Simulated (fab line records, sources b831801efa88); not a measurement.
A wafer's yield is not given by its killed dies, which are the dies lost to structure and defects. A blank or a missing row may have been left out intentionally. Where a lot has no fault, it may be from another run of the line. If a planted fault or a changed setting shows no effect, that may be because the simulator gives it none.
A single fault, viewed from 2 desks + flow gf180mcu + each desk has only its own numbers; what lay behind them comes last

== FROM THE METROLOGY DESK ==
What the gauges read for every lot (on any tool): the sampled wafers with a number, averaged. Marked OUT: a lot whose mean sits more than 4 standard deviations from the usual mean, which makes it out of limits; the brackets give that distance.
Columns: A = V1_W_RS at GF_V1_RS_MEAS_24, usual 0.328 ohm/sq; B = cdNm at GF_M2_CD_MEAS_14, usual 279.9 nm
| lot  | first seen here | A     | B               |
|------|-----------------|-------|-----------------|
| L869 | day 17 19:37    | 0.328 | 280.0           |
| L870 | day 18 06:00    | 0.328 | 279.3           |
| L871 | day 19 00:53    | 0.328 | 280.5           |
| L873 | day 19 19:55    | 0.326 | 280.6           |
| L875 | day 20 17:05    | 0.325 | 279.9           |
| L876 | day 21 07:56    | 0.330 | 280.3           |
| L877 | day 21 08:05    | 0.322 | 280.0           |
| L878 | day 21 13:28    | 0.331 | 279.4           |
| L879 | day 21 21:35    | 0.330 | 324.9 (+41) OUT |
| L883 | day 23 08:12    | 0.331 | 282.0           |
| L885 | day 24 04:23    | 0.329 | 312.8 (+30) OUT |
| L890 | day 25 18:14    | 0.327 | 279.7           |
| L891 | day 25 22:31    | 0.328 | 280.9           |
| L892 | day 26 00:53    | 0.325 | 281.6           |
This desk's finding: out of limits on L879, L885; first on L879, day 22 20:46 (cdNm at GF_M2_CD_MEAS_14). Within limits: L869, L870, L871, L873, L875, L876, L877, L878, L883, L890, L891, L892.

== FOR THE TOOL OWNER'S DESK: krfScanner-01 ==
The tool's own readings at GF_M2_EXPOSE_11 (exposes mask Metal2, target cd 280 nm): means of the sampled wafers that have a number, for each lot that ran on this tool. Marked OUT: a lot whose mean sits more than 4 standard deviations from the usual mean, which makes it out of limits; the brackets give that distance.
Columns: A = exposureDoseMJCm2 at GF_M2_EXPOSE_11, usual 28.13; B = reticleTempC at GF_M2_EXPOSE_11, usual 22.97 C
| lot  | first seen here | A               | B     |
|------|-----------------|-----------------|-------|
| L871 | day 19 13:50    | 27.96           | 23.12 |
| L876 | day 21 20:39    | 28.00           | 23.12 |
| L878 | day 22 02:11    | 28.01           | 22.96 |
| L879 | day 22 09:49    | 20.87 (-66) OUT | 22.96 |
| L885 | day 24 16:25    | 22.28 (-53) OUT | 22.83 |
This desk's finding: out of limits on L879, L885; first on L879, day 22 09:49 (exposureDoseMJCm2 at GF_M2_EXPOSE_11). Within limits: L871, L876, L878.

== BROUGHT TOGETHER ==
On L879, L885, at day 22 09:49, an alarm was possible from the tool owner's desk.
The metrology desk could have raised an alarm at day 22 20:46, on L879, L885.
All the named lots went through GF_M2_EXPOSE_11 on krfScanner-01.

== WHAT WAS PUT IN BY THE SIMULATOR ==
Drift in process parameters on krfScanner-01 at GF_M2_EXPOSE_11, starting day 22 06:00. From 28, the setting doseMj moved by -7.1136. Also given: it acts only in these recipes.
Lots struck among those shown: L879, L885.
Counting hours from when the fault started, the first reading out of limits came at 4 for the tool owner's desk and at 15 for the metrology desk.
